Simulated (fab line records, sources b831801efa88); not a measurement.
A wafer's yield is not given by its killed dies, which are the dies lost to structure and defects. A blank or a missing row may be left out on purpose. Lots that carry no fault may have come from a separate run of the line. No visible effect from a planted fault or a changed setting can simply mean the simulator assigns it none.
Problem report, 8D (eight disciplines) form, completed by code | flow sky130 | the parts of the form that need people (team, actions taken, sign-off) are left out

1. THE ISSUE
Mean of plate-temp-C at SKY_METAL1_SOFTBAKE_11: 104.62 C across 6 wafers in 2 lots; on wafers with no fault it is 100.01 C (standard deviation 0.13). Relative to the usual mean, that is a shift of +35 standard deviations.
The step: time 90 s.
Earliest sighting: wafer L582.2 on litho-track-01 at day 38 04:00. Wafers with a number at this step in the record: 39, from 13 lots. Rule for "out" (also "out of limits"): further than 4 standard deviations from the usual mean. The rest of the wafers with a number are treated as sound.

2. WHAT THIS IS AND IS NOT
question                    | is                                 | is not
which readings at this step | plate-temp-C, heater-power-total-W | exhaust-pa
which lots                  | L582, L586                         | L564, L566, L568, L569, L571, L572, L573, L574, L576, L577, L587
which wafers of those lots  | all that have a number             | -
read on which tools         | litho-track-01                     | litho-track-02, litho-track-03
when                        | from day 38 04:00                  | up to then (30 sound wafers); but 3 sound wafers of L587 came after

3. SUSPECTS, AND WHAT RULES EACH OUT
Counting: a tool stays on the suspect list if, at a process step up to the reading, it processed all lots that are out and no sound lot following the first of them.
- litho-track-01 at SKY_METAL1_SOFTBAKE_11 (time 90 s): kept. All lots that are out passed through it, beginning with L582 at day 38 04:00, and no sound lot followed; its final sound lot before that point was L573 at day 35 07:00. Its own readings are out on those wafers: heater-power-total-W, plate-temp-C.
Left after counting: litho-track-01 at SKY_METAL1_SOFTBAKE_11.

4. THE CAUSE (what the simulator had put in)
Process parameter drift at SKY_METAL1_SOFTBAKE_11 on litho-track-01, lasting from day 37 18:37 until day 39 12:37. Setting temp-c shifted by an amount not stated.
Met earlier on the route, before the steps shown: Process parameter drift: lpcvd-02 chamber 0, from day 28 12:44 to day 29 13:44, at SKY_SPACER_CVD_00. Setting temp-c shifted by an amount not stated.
This tool alone remained once counting was done.

5. SEQUENCE OF EFFECTS, ordered by route
Each row: a reading where the mean over the struck wafers with a number is more than 3 standard deviations away from the usual. Scope: only readings with a usual standard deviation given in the record; hours: median across lots of the time from each lot's start at the first step in this table that gives one to its start at this step; sigmas: change in usual standard deviations.
hours | step                   | reading              | usual    | on struck wafers | change | sigmas
0     | SKY_METAL1_SOFTBAKE_11 | heater-power-total-W | 57.37 W  | 61.03            | +3.66  | +31
0     | SKY_METAL1_SOFTBAKE_11 | plate-temp-C         | 100.01 C | 104.62           | +4.61  | +35
Here are the process steps it includes:
- SKY_METAL1_SOFTBAKE_11: time 90 s.

6. HOW IT WOULD HAVE BEEN CAUGHT EARLIER
9 hours passed between the start of the fault at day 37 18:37 and the first reading out of limits in this record, taken at day 38 04:00.
